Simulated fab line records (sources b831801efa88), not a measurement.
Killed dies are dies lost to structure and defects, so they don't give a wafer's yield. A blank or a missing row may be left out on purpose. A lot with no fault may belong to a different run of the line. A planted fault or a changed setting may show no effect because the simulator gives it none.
One fault through the eyes of 2 desks || flow gf180mcu || each desk has only its own numbers; what lay behind them comes last

== THE METROLOGY DESK ==
What the gauges read for every lot (on any tool): the sampled wafers with a number, averaged. If a lot's mean is further than 4 standard deviations from the usual mean, the lot is out of limits and carries the mark OUT (the distance appears in the brackets).
Columns: A = V5_W_RS at GF_V5_RS_MEAS_24, usual 0.327 ohm/sq; B = V5_W_THK at GF_V5_THK_MEAS_25, usual 342 nm
{"lot": "L735", "first seen here": "day 28 12:29", "A": 0.323, "B": 350}
{"lot": "L736", "first seen here": "day 28 21:59", "A": 0.327, "B": 349}
{"lot": "L741", "first seen here": "day 30 13:04", "A": 0.329, "B": 344}
{"lot": "L744", "first seen here": "day 31 07:08", "A": 0.327, "B": 336}
{"lot": "L745", "first seen here": "day 31 12:59", "A": 0.324, "B": 350}
{"lot": "L752", "first seen here": "day 33 00:15", "A": 0.330, "B": 336}
This desk's verdict: no lot among the 6 shows anything out of limits.

== FOR THE TOOL OWNER'S DESK: pvd-sputter-03 ==
The tool's own readings at GF_TOP_METAL_SPUTTER_03 (material Ti, target thk 5 nm, time 3.3 s): means of the sampled wafers that have a number, for each lot that ran on this tool. If a lot's mean is further than 4 standard deviations from the usual mean, the lot is out of limits and carries the mark OUT (the distance appears in the brackets).
Columns: A = cathode-dc-power-W at GF_TOP_METAL_SPUTTER_03, usual 3000.0 W; B = throttle-valve-pct at GF_TOP_METAL_SPUTTER_03, usual 29.7 %
{"lot": "L735", "first seen here": "day 28 13:09", "A": 3000.6, "B": 30.1}
{"lot": "L744", "first seen here": "day 31 07:46", "A": 3000.0, "B": 29.7}
{"lot": "L745", "first seen here": "day 31 13:38", "A": 3000.5, "B": 29.8}
This desk's verdict: no lot among the 3 shows anything out of limits.

== TAKEN TOGETHER ==
From the metrology desk's view, nothing was out of limits.
Nothing out of limits was seen by the tool owner's desk.

== WHAT THE SIMULATOR HAD PUT IN ==
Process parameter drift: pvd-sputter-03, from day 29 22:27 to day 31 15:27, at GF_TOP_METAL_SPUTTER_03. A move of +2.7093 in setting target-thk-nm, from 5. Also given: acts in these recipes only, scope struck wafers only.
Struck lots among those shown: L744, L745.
